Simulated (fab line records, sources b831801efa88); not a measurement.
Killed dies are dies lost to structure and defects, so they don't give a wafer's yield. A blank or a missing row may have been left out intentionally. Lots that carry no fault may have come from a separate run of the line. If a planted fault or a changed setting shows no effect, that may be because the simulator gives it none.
Lot-split experiment + flow sfqLine + route with 325 steps; 5 lots, 27 wafers read

== ABOUT THE SPLIT ==
At SFQ_TRILAYER_M0_DEP_SPUTTER_019 (material Nb, target thk 200 nm, time 133.3 s), the setting timeS was moved away from the recipe's 133.3 s on 9 of the 27 wafers read, by +15.3% to +29.3%. The other wafers ran this setting at the recipe's value.

== FROM THE SPLIT TO THE READING: what the file shows between them, 3 steps ==
- SFQ_M0_RS_MEAS_904: measures by four-point-probe
- SFQ_TRILAYER_M0_LITHO_COAT_026: resist thk 62 nm
- SFQ_TRILAYER_M0_BARC_OPEN_METAL_ETCH_031: etches BARC in O2, target depth 125 nm, time 41.7 s

== THE READING ==
oesProductAu, in a.u., at SFQ_TRILAYER_M0_ETCH_METAL_ETCH_024 (etches Nb in Cl2/Ar, stops on SiO2, target depth 240 nm, time 120 s). Fault-free wafers of this fab line usually give 0.896 a.u., standard deviation 0.0082 a.u.

| wafer  | tool, chamber at the split | timeS as run, s | against the recipe | oesProductAu, a.u. | against lot-mates on the recipe |
|--------|----------------------------|-----------------|--------------------|--------------------|---------------------------------|
| L075.1 | pvdSputter-06, -           | 153.9           | +15.5%             | 0.968              | +0.068                          |
| L075.2 | pvdSputter-06, -           | 153.9           | +15.5%             | 0.982              | +0.082                          |
| L075.3 | pvdSputter-06, -           | 153.9           | +15.5%             | 0.981              | +0.081                          |
| L075.4 | pvdSputter-06, -           | 133.3           | recipe             | 0.912              | -                               |
| L075.5 | pvdSputter-06, -           | 133.3           | recipe             | 0.904              | -                               |
| L075.6 | pvdSputter-06, -           | 133.3           | recipe             | 0.885              | -                               |
| L078.1 | pvdSputter-05, -           | 133.3           | recipe             | 0.895              | -                               |
| L078.2 | pvdSputter-05, -           | 153.7           | +15.3%             | 0.981              | +0.092                          |
| L078.3 | pvdSputter-05, -           | 133.3           | recipe             | 0.884              | -                               |
| L078.4 | pvdSputter-05, -           | 153.7           | +15.3%             | 0.976              | +0.087                          |
| L078.5 | pvdSputter-05, -           | 133.3           | recipe             | 0.888              | -                               |
| L078.6 | pvdSputter-05, -           | 153.7           | +15.3%             | 0.977              | +0.088                          |
| L079.1 | pvdSputter-03, -           | 133.3           | recipe             | 0.887              | -                               |
| L079.2 | pvdSputter-03, -           | 133.3           | recipe             | 0.902              | -                               |
| L079.3 | pvdSputter-03, -           | 133.3           | recipe             | 0.909              | -                               |
| L079.4 | pvdSputter-03, -           | 133.3           | recipe             | 0.891              | -                               |
| L079.5 | pvdSputter-03, -           | 133.3           | recipe             | 0.907              | -                               |
| L079.6 | pvdSputter-03, -           | 133.3           | recipe             | 0.900              | -                               |
| L080.1 | pvdSputter-05, -           | 133.3           | recipe             | 0.883              | -                               |
| L080.3 | pvdSputter-05, -           | 133.3           | recipe             | 0.902              | -                               |
| L080.6 | pvdSputter-05, -           | 133.3           | recipe             | 0.901              | -                               |
| L082.1 | pvdSputter-05, -           | 133.3           | recipe             | 0.900              | -                               |
| L082.2 | pvdSputter-05, -           | 133.3           | recipe             | 0.880              | -                               |
| L082.3 | pvdSputter-05, -           | 172.3           | +29.3%             | 1.016              | +0.125                          |
| L082.4 | pvdSputter-05, -           | 172.3           | +29.3%             | 0.995              | +0.104                          |
| L082.5 | pvdSputter-05, -           | 172.3           | +29.3%             | 0.990              | +0.099                          |
| L082.6 | pvdSputter-05, -           | 133.3           | recipe             | 0.892              | -                               |

FIT RESULTS
A straight line over all 27 wafers: oesProductAu changes by +0.00408 a.u. for each +1% of timeS; r = +0.95; the points scatter about the line by 0.014 a.u.
The same after taking each lot's own level away (the mean of its wafers on the recipe; 27 wafers): +0.00422 a.u. for each +1%; r = +0.96; scatter 0.013 a.u.
That fit puts the effect of the largest move of timeS on the reading at 0.12 a.u.
Measured against the standard deviation above, the lots' own levels, which go from 0.8890 to 0.9003 a.u., span 1.4 times it.
So the lot-to-lot level changes the slope little: the two slopes agree.
Check: for one of the wafers moved furthest among these (+29.3%), held out of the fit, the line's prediction against its lot-mates is +0.126 a.u. Against them it came out at +0.125 a.u.

== FURTHER SPLITS ON THESE WAFERS ==
These wafers also went through other splits before the reading. Each is held against what the fit with the lots' levels taken away leaves over:
| other split on the same wafers              | wafers away from the commonest value | r with oesProductAu (lot level and that fit taken away) |
|---------------------------------------------|--------------------------------------|---------------------------------------------------------|
| SFQ_TRILAYER_INCOMING_OXIDATION_002 oxTimeS | 18                                   | -0.32                                                   |

== THE WHOLE CHAIN: every reading that the file lists as answering this split, in the file's order ==
| step                                | what it does                                                        | reading                                                                                  | change (the file's fit)                   | r (the file's) |
|-------------------------------------|---------------------------------------------------------------------|------------------------------------------------------------------------------------------|-------------------------------------------|----------------|
| SFQ_TRILAYER_M0_DEP_SPUTTER_019     | material Nb, target thk 200 nm, time 133.3 s                        | Nb_of_TRILAYER_M0_DEP_SPUTTER_019.thkNm (the simulator's own value, which no gauge read) | +2.04 nm for each +1% of the setting      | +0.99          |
| SFQ_M0_RS_MEAS_904                  | measures by four-point-probe                                        | M0_NB_RS                                                                                 | -0.00742 for each +1% of the setting      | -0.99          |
| SFQ_TRILAYER_M0_ETCH_METAL_ETCH_024 | etches Nb in Cl2/Ar, stops on SiO2, target depth 240 nm, time 120 s | oesProductAu                                                                             | +0.00434 a.u. for each +1% of the setting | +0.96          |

== FILE'S OWN FIT ==
oesProductAu changes by +0.00434 a.u. for each +1% of timeS, r = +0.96.
